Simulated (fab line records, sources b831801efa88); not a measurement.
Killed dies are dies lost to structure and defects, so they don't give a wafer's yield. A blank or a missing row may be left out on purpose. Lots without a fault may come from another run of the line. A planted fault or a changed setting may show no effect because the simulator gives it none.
Which tool did it? | flow gf180mcu | 10 lots, 29 wafers sampled, at 6 steps of a route of 602

WHAT THE GAUGES READ, wafer by wafer
GF_TOP_METAL_RS_MEAS_05: measures by four-point-probe. Usual: TOP_METAL_ALCU_RS 0.0326 ohm/sq, standard deviation 0.00036.
lot  | measured     | on            | TOP_METAL_ALCU_RS (ohm/sq) | flag
L925 | day 27 04:02 | film_metro-03 | 0.0327 0.0329 0.0329       |
L926 | day 27 07:59 | film_metro-02 | 0.0321 0.0327 0.0322       |
L927 | day 27 12:40 | film_metro-01 | 0.0322 0.0321 0.0321       |
L928 | day 28 04:42 | film_metro-03 | 0.0330 0.0326 0.0328       |
L929 | day 28 12:07 | film_metro-02 | 0.0330 0.0330 0.0324       |
L938 | day 31 01:53 | film_metro-03 | 0.0793 0.0322              | OFF
L943 | day 32 20:41 | film_metro-02 | 0.0324 0.0326 0.0325       |
L944 | day 33 02:49 | film_metro-03 | 0.0324 0.0326 0.0324       |
L945 | day 33 05:13 | film_metro-02 | 0.0328 0.0327 0.0329       |
L948 | day 33 15:33 | film_metro-02 | 0.0324 0.0324 0.0323       |

GF_TOP_METAL_THK_MEAS_06: measures by xrf. Usual: TOP_METAL_ALCU_THK 907 nm, standard deviation 12.
lot  | measured     | on            | TOP_METAL_ALCU_THK (nm) | flag
L925 | day 27 04:09 | film_metro-03 | 904 892 896             |
L926 | day 27 08:06 | film_metro-02 | 923 900 918             |
L927 | day 27 12:46 | film_metro-01 | 925 927 927             |
L928 | day 28 04:48 | film_metro-03 | 895 898 893             |
L929 | day 28 12:14 | film_metro-02 | 902 899 918             |
L938 | day 31 02:00 | film_metro-03 | 376 911                 | OFF
L943 | day 32 20:49 | film_metro-02 | 914 912 915             |
L944 | day 33 02:56 | film_metro-03 | 906 900 904             |
L945 | day 33 05:20 | film_metro-02 | 907 911 901             |
L948 | day 33 15:40 | film_metro-02 | 916 919 925             |

WHICH TOOL RAN EACH LOT (tool, then ch and the chambers of the sampled wafers, then the start)
lot  | GF_V3_CVD_02                    | GF_MIM_SPUTTER_00            | GF_M5_ETCH_09                      | GF_TOP_METAL_SPUTTER_02
L925 | pecvd-01 ch 0,1, day 21 09:53   | pvd_sputter-02, day 24 10:28 | rie_diel-03 ch 1,3, day 26 04:55   | pvd_sputter-03, day 27 03:56
L926 | pecvd-02 ch 0,1, day 21 13:08   | pvd_sputter-03, day 24 13:59 | rie_diel-02 ch 0,3, day 26 08:35   | pvd_sputter-01, day 27 07:53
L927 | pecvd-01 ch 0,2, day 21 19:28   | pvd_sputter-01, day 24 18:37 | rie_diel-04 ch 1,2, day 26 13:20   | pvd_sputter-04, day 27 12:32
L928 | pecvd-02 ch 1,2, day 22 12:00   | pvd_sputter-03, day 25 11:43 | rie_diel-02 ch 0,2,3, day 27 05:49 | pvd_sputter-03, day 28 04:34
L929 | pecvd-04 ch 0,1, day 22 22:56   | pvd_sputter-03, day 25 19:57 | rie_diel-03 ch 0,1,3, day 27 13:50 | pvd_sputter-01, day 28 12:02
L938 | pecvd-01 ch 0, day 25 23:28     | pvd_sputter-03, day 28 16:02 | rie_diel-04 ch 1,2, day 30 05:20   | pvd_sputter-01, day 31 01:47
L943 | pecvd-01 ch 0,1,2, day 27 23:03 | pvd_sputter-03, day 30 13:25 | rie_diel-03 ch 1,2, day 32 01:26   | pvd_sputter-03, day 32 20:36
L944 | pecvd-01 ch 0,1,2, day 28 08:28 | pvd_sputter-01, day 30 21:27 | rie_diel-02 ch 0,1,3, day 32 07:44 | pvd_sputter-04, day 33 02:43
L945 | pecvd-01 ch 0,1,2, day 28 10:56 | pvd_sputter-01, day 30 23:36 | rie_diel-03 ch 0,1,2, day 32 09:47 | pvd_sputter-04, day 33 05:07
L948 | pecvd-04 ch 0,1, day 28 23:05   | pvd_sputter-03, day 31 10:18 | rie_diel-03 ch 0,1,2, day 32 20:56 | pvd_sputter-04, day 33 15:28
- GF_V3_CVD_02: deposits SiO2 from TEOS, target thk 850 nm, time 94.851 s.
- GF_MIM_SPUTTER_00: material Ti, target thk 37.5 nm, time 150 s.
- GF_M5_ETCH_09: etches Si3N4 in CF4/O2, target depth 52 nm, time 11.6 s.
- GF_TOP_METAL_SPUTTER_02: material AlCu, target thk 900 nm, time 47.82 s.

WHAT THE TOOLS THEMSELVES READ (means of the sampled wafers that have a number; where no wafer has one, the mark that the record gives instead)
GF_V3_CVD_02. Usual: heater_power_w 587 W, standard deviation 91; rf_fwd_power_W 596.0 W, standard deviation 2.1.
lot  | tool     | heater_power_w (W) | rf_fwd_power_W (W) | flag
L925 | pecvd-01 | 630                | 597.3              |
L926 | pecvd-02 | 635                | 598.1              |
L927 | pecvd-01 | 592                | 594.5              |
L928 | pecvd-02 | 543                | 595.6              |
L929 | pecvd-04 | 508                | 595.3              |
L938 | pecvd-01 | 719                | 596.0              |
L943 | pecvd-01 | 601                | 595.7              |
L944 | pecvd-01 | 591                | 594.6              |
L945 | pecvd-01 | 536                | 594.1              |
L948 | pecvd-04 | 630                | 595.3              |

GF_MIM_SPUTTER_00. Usual: throttle_valve_pct 29.6 %, standard deviation 1.2.
lot  | tool           | throttle_valve_pct (%) | flag
L925 | pvd_sputter-02 | 29.8                   |
L926 | pvd_sputter-03 | 30.3                   |
L927 | pvd_sputter-01 | 29.0                   |
L928 | pvd_sputter-03 | 30.2                   |
L929 | pvd_sputter-03 | 29.2                   |
L938 | pvd_sputter-03 | 30.0                   |
L943 | pvd_sputter-03 | 30.3                   |
L944 | pvd_sputter-01 | 28.2                   |
L945 | pvd_sputter-01 | 28.2                   |
L948 | pvd_sputter-03 | 30.4                   |

GF_M5_ETCH_09. Usual: O2_flow_sccm 10.00 sccm, standard deviation 0.03; chamber_pressure_mTorr 149.99 mTorr, standard deviation 0.15; drypump_motor_current_A 6.0 A, standard deviation 0.42; oes_product_au 0.998 a.u., standard deviation 0.0087; rf_fwd_power_W 786 W, standard deviation 4.3; throttle_valve_pct 5.971 %, standard deviation 0.0093.
lot  | tool        | O2_flow_sccm (sccm) | chamber_pressure_mTorr (mTorr) | drypump_motor_current_A (A) | oes_product_au (a.u.) | rf_fwd_power_W (W) | throttle_valve_pct (%) | flag
L925 | rie_diel-03 | 10.00               | 149.81                         | 5.8                         | 1.012                 | 787                | 5.978                  |
L926 | rie_diel-02 | 9.96                | 150.00                         | 6.3                         | 0.996                 | 783                | 5.973                  |
L927 | rie_diel-04 | 10.04               | 149.93                         | 6.5                         | 0.990                 | 783                | 5.980                  |
L928 | rie_diel-02 | 10.00               | 150.07                         | 5.9                         | 0.993                 | 782                | 5.978                  |
L929 | rie_diel-03 | 10.02               | 149.83                         | 5.8                         | 1.003                 | 789                | 5.978                  |
L938 | rie_diel-04 | 10.00               | 150.01                         | 6.5                         | 0.996                 | 786                | 5.969                  |
L943 | rie_diel-03 | 10.00               | 150.01                         | 5.9                         | 1.007                 | 785                | 5.971                  |
L944 | rie_diel-02 | 9.98                | 150.12                         | 6.0                         | 0.997                 | 784                | 5.980                  |
L945 | rie_diel-03 | 9.99                | 149.99                         | 6.0                         | 1.003                 | 785                | 5.975                  |
L948 | rie_diel-03 | 10.01               | 149.83                         | 6.0                         | 1.003                 | 787                | 5.959                  |

GF_TOP_METAL_SPUTTER_02. Usual: throttle_valve_pct 29.6 %, standard deviation 1.1.
lot  | tool           | throttle_valve_pct (%) | flag
L925 | pvd_sputter-03 | 30.3                   |
L926 | pvd_sputter-01 | 29.4                   |
L927 | pvd_sputter-04 | 30.2                   |
L928 | pvd_sputter-03 | 29.7                   |
L929 | pvd_sputter-01 | 29.6                   |
L938 | pvd_sputter-01 | 28.0                   |
L943 | pvd_sputter-03 | 29.3                   |
L944 | pvd_sputter-04 | 30.1                   |
L945 | pvd_sputter-04 | 30.3                   |
L948 | pvd_sputter-04 | 30.1                   |

THE ANSWER, worked out from the rows above alone
Rule: a lot is off if the mean of its wafers that have a number lies more than 3 standard deviations from the usual mean. A lot without any number at a reading at which 4 lots or more have one is off too. The other lots that the step has rows for count as sound. The gauges are gone through in route order, then the tools' own readings, and for those a lot's mean is taken as printed above. The first step at which some lot is off is used, and at that step the reading that is off furthest; a lot without a number counts as furthest.
Off: L938, at GF_TOP_METAL_RS_MEAS_05 (TOP_METAL_ALCU_RS).
A tool fits if, at a process step before that reading, it ran every lot that is off, and no sound lot after the first of them. The gauges at GF_TOP_METAL_RS_MEAS_05 are tried like those tools. Can't be told from this: 2 tools fit, rie_diel-04 at GF_M5_ETCH_09, pvd_sputter-01 at GF_TOP_METAL_SPUTTER_02.

WHAT THE SIMULATOR HAD PUT IN
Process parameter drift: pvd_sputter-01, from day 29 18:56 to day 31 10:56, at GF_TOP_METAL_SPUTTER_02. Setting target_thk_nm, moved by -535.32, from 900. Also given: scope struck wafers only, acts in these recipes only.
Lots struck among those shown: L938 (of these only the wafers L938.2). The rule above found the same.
